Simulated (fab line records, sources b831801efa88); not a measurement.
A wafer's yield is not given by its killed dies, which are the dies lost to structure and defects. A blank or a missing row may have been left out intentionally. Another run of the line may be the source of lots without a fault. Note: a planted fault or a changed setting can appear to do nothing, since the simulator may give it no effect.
Which tool is to blame? + flow sky130 + 11 lots with 33 wafers sampled at 7 steps, on a route of 708 steps

WHAT THE GAUGES READ, wafer by wafer
SKY_SPACER_THK_MEAS_01.
| lot  | measured     | on            | SPACER_CVD_00_THK (nm) |
|------|--------------|---------------|------------------------|
| L289 | day 22 16:38 | film_metro-03 | 44.0 44.0 44.2         |
| L292 | day 23 15:36 | film_metro-02 | 43.3 43.5 43.4         |
| L293 | day 23 21:52 | film_metro-01 | 42.9 43.2 43.2         |
| L300 | day 27 10:14 | film_metro-02 | 43.1 43.1 43.1         |
| L302 | day 27 17:49 | film_metro-02 | 42.8 43.0 42.6         |
| L307 | day 29 22:40 | film_metro-02 | 42.9 42.7 42.7         |
| L305 | day 29 23:50 | film_metro-02 | 42.5 42.6 42.8         |
| L308 | day 30 13:20 | film_metro-03 | 43.0 43.8 43.3         |
| L310 | day 31 01:34 | film_metro-02 | 42.8 42.9 43.0         |
| L311 | day 31 02:45 | film_metro-01 | 42.8 43.2 42.9         |
| L312 | day 32 02:20 | film_metro-03 | 42.6 42.8 42.4         |

SKY_RES_XHIGH_TW_MEAS_09.
| lot  | measured     | on            | RES_XHIGH_TW   |
|------|--------------|---------------|----------------|
| L289 | day 26 10:56 | film_metro-02 | 1632 1644 1650 |
| L292 | day 27 09:46 | film_metro-02 | 1633 1645 1625 |
| L293 | day 27 16:13 | film_metro-03 | 1629 1630 1619 |
| L300 | day 31 00:11 | film_metro-02 | 1638 1629 1630 |
| L302 | day 31 04:52 | film_metro-04 | 1645 1635 1645 |
| L307 | day 33 09:26 | film_metro-02 | 1647 1650 1647 |
| L305 | day 33 10:46 | film_metro-03 | 1622 1623 1622 |
| L308 | day 33 21:34 | film_metro-02 | 1644 1652 1643 |
| L310 | day 34 10:56 | film_metro-03 | 1624 1629 1622 |
| L311 | day 34 12:04 | film_metro-02 | 1642 1631 1627 |
| L312 | day 35 09:25 | film_metro-04 | 1633 1626 1631 |

SKY_SD_N_TW_MEAS_12.
| lot  | measured     | on            | SD_N_TW        |
|------|--------------|---------------|----------------|
| L289 | day 27 16:41 | film_metro-02 | 3947 3952 3932 |
| L292 | day 28 14:10 | film_metro-03 | 4225 4216 4243 |
| L293 | day 28 20:42 | film_metro-03 | 4200 4231 4221 |
| L300 | day 32 03:51 | film_metro-02 | 4021 4030 4037 |
| L302 | day 32 07:46 | film_metro-03 | 3954 3952 3960 |
| L307 | day 34 12:14 | film_metro-02 | 3949 3967 3956 |
| L305 | day 34 13:15 | film_metro-04 | 4000 3997 3993 |
| L308 | day 34 23:37 | film_metro-02 | 3954 3994 3986 |
| L310 | day 35 13:13 | film_metro-02 | 3983 3971 3966 |
| L311 | day 35 14:37 | film_metro-02 | 3969 4000 3966 |
| L312 | day 36 11:22 | film_metro-04 | 3984 3983 3959 |

SKY_SD_N_RS_MEAS_16: uses a four-point probe to measure.
| lot  | measured     | on            | SD_N_RS (ohm/sq)  |
|------|--------------|---------------|-------------------|
| L289 | day 27 16:59 | film_metro-02 | 68.48 68.47 68.67 |
| L292 | day 28 14:27 | film_metro-02 | 60.00 60.06 60.01 |
| L293 | day 28 20:59 | film_metro-04 | 60.13 60.05 60.19 |
| L300 | day 32 04:10 | film_metro-03 | 68.71 68.65 68.72 |
| L302 | day 32 08:04 | film_metro-04 | 68.52 68.39 68.39 |
| L307 | day 34 12:33 | film_metro-02 | 68.62 68.67 68.50 |
| L305 | day 34 13:33 | film_metro-04 | 68.43 68.34 68.34 |
| L308 | day 34 23:55 | film_metro-04 | 68.46 68.63 68.53 |
| L310 | day 35 13:32 | film_metro-04 | 68.37 68.44 68.27 |
| L311 | day 35 14:54 | film_metro-04 | 68.46 68.33 68.51 |
| L312 | day 36 11:41 | film_metro-03 | 68.77 68.58 68.58 |

SKY_LI_CONTACT_THK_MEAS_01.
| lot  | measured     | on            | LI_CONTACT_HDPCVD_THK (nm) |
|------|--------------|---------------|----------------------------|
| L289 | day 27 17:27 | film_metro-04 | 939 925 941                |
| L292 | day 28 14:56 | film_metro-02 | 922 928 917                |
| L293 | day 28 21:28 | film_metro-04 | 932 923 929                |
| L300 | day 32 04:37 | film_metro-02 | 936 930 933                |
| L302 | day 32 08:32 | film_metro-02 | 940 947 950                |
| L307 | day 34 13:01 | film_metro-04 | 932 941 923                |
| L305 | day 34 14:02 | film_metro-02 | 926 929 934                |
| L308 | day 35 00:23 | film_metro-03 | 939 933 935                |
| L310 | day 35 13:59 | film_metro-02 | 931 935 925                |
| L311 | day 35 15:23 | film_metro-03 | 925 930 935                |
| L312 | day 36 12:10 | film_metro-03 | 925 924 925                |

TOOL THAT RAN EACH LOT (tool first, then ch and the chambers of the sampled wafers, then the start)
| lot  | SKY_SD_N_IMPLANT_09             | SKY_SD_N_STRIP_11                    |
|------|---------------------------------|--------------------------------------|
| L289 | implanter-04 ch 0, day 27 16:17 | plasma_asher-03 ch 0,1, day 27 16:34 |
| L292 | implanter-04 ch 0, day 28 13:46 | plasma_asher-02 ch 0,1, day 28 14:04 |
| L293 | implanter-04 ch 0, day 28 20:18 | plasma_asher-03 ch 0,1, day 28 20:36 |
| L300 | implanter-04 ch 0, day 32 03:29 | plasma_asher-02 ch 0,1, day 32 03:45 |
| L302 | implanter-04 ch 0, day 32 07:23 | plasma_asher-02 ch 0,1, day 32 07:39 |
| L307 | implanter-01 ch 0, day 34 11:52 | plasma_asher-02 ch 0,1, day 34 12:09 |
| L305 | implanter-02 ch 0, day 34 12:51 | plasma_asher-02 ch 0,1, day 34 13:09 |
| L308 | implanter-01 ch 0, day 34 23:14 | plasma_asher-03 ch 0,1, day 34 23:30 |
| L310 | implanter-02 ch 0, day 35 12:51 | plasma_asher-02 ch 0,1, day 35 13:08 |
| L311 | implanter-04 ch 0, day 35 14:13 | plasma_asher-04 ch 0,1, day 35 14:31 |
| L312 | implanter-01 ch 0, day 36 10:58 | plasma_asher-02 ch 0,1, day 36 11:16 |
- SKY_SD_N_IMPLANT_09
- SKY_SD_N_STRIP_11: strips in O2/N2.

WHAT THE TOOLS THEMSELVES READ (means of the sampled wafers that have a number; where no wafer has one, the mark that the record gives instead)
SKY_SD_N_IMPLANT_09.
| lot  | tool         | beam_energy_keV | faraday_current_uA |
|------|--------------|-----------------|--------------------|
| L289 | implanter-04 | 49.991          | 12981              |
| L292 | implanter-04 | 63.856          | 13023              |
| L293 | implanter-04 | 63.841          | 13004              |
| L300 | implanter-04 | 49.981          | 12935              |
| L302 | implanter-04 | 49.996          | 12971              |
| L307 | implanter-01 | 50.022          | 13284              |
| L305 | implanter-02 | 49.988          | 13455              |
| L308 | implanter-01 | 49.974          | 13559              |
| L310 | implanter-02 | 49.997          | 13616              |
| L311 | implanter-04 | 50.004          | 13175              |
| L312 | implanter-01 | 50.029          | 13439              |

SKY_SD_N_STRIP_11.
| lot  | tool            | drypump_motor_current_A (A) | oes_product_au (a.u.) | strip_time_to_endpoint_s (s) |
|------|-----------------|-----------------------------|-----------------------|------------------------------|
| L289 | plasma_asher-03 | 5.4                         | 0.533                 | 22.55                        |
| L292 | plasma_asher-02 | 5.3                         | 0.501                 | 24.65                        |
| L293 | plasma_asher-03 | 5.5                         | 0.500                 | 24.62                        |
| L300 | plasma_asher-02 | 5.4                         | 0.524                 | 22.53                        |
| L302 | plasma_asher-02 | 5.3                         | 0.531                 | 22.55                        |
| L307 | plasma_asher-02 | 5.7                         | 0.524                 | 22.56                        |
| L305 | plasma_asher-02 | 5.6                         | 0.526                 | 22.53                        |
| L308 | plasma_asher-03 | 5.4                         | 0.527                 | 22.50                        |
| L310 | plasma_asher-02 | 5.3                         | 0.530                 | 22.60                        |
| L311 | plasma_asher-04 | 5.8                         | 0.531                 | 22.54                        |
| L312 | plasma_asher-02 | 5.3                         | 0.527                 | 22.54                        |

THE ANSWER, worked out from the rows above alone
Rule: usual is defined by the lots themselves. Put in order of their means at a reading, lots are off if they are a third of the lots or fewer, leave a main group of 4 or more, and stand apart from it by a gap of 3 or more times the standard deviation of the main group's means; of several such gaps the widest counts. If all means in a main group match to the digits the tables above print for the reading, that group is not used. Also off: a lot with no number at a reading for which 4 or more lots have one. The other lots that the step has rows for count as sound. First the gauges in route order, then the tools' own readings, where a lot's mean is used as printed above. The first step at which some lot is off is used, and at that step the reading that is off furthest; a lot without a number counts as furthest.
Off: L292, L293, seen at SKY_SD_N_TW_MEAS_12 (SD_N_TW). Mean 3976 and standard deviation 24 in the main group.
If a tool, at a process step before that reading, ran all the lots that are off and no sound lot after the first of them, it fits. The gauges at SKY_SD_N_TW_MEAS_12 aren't tried: what is off there is off at SKY_SD_N_RS_MEAS_16 too, on other tools, and a gauge's error can't cause that. Of those tried, none fits.

WHAT THE SIMULATOR HAD INSERTED
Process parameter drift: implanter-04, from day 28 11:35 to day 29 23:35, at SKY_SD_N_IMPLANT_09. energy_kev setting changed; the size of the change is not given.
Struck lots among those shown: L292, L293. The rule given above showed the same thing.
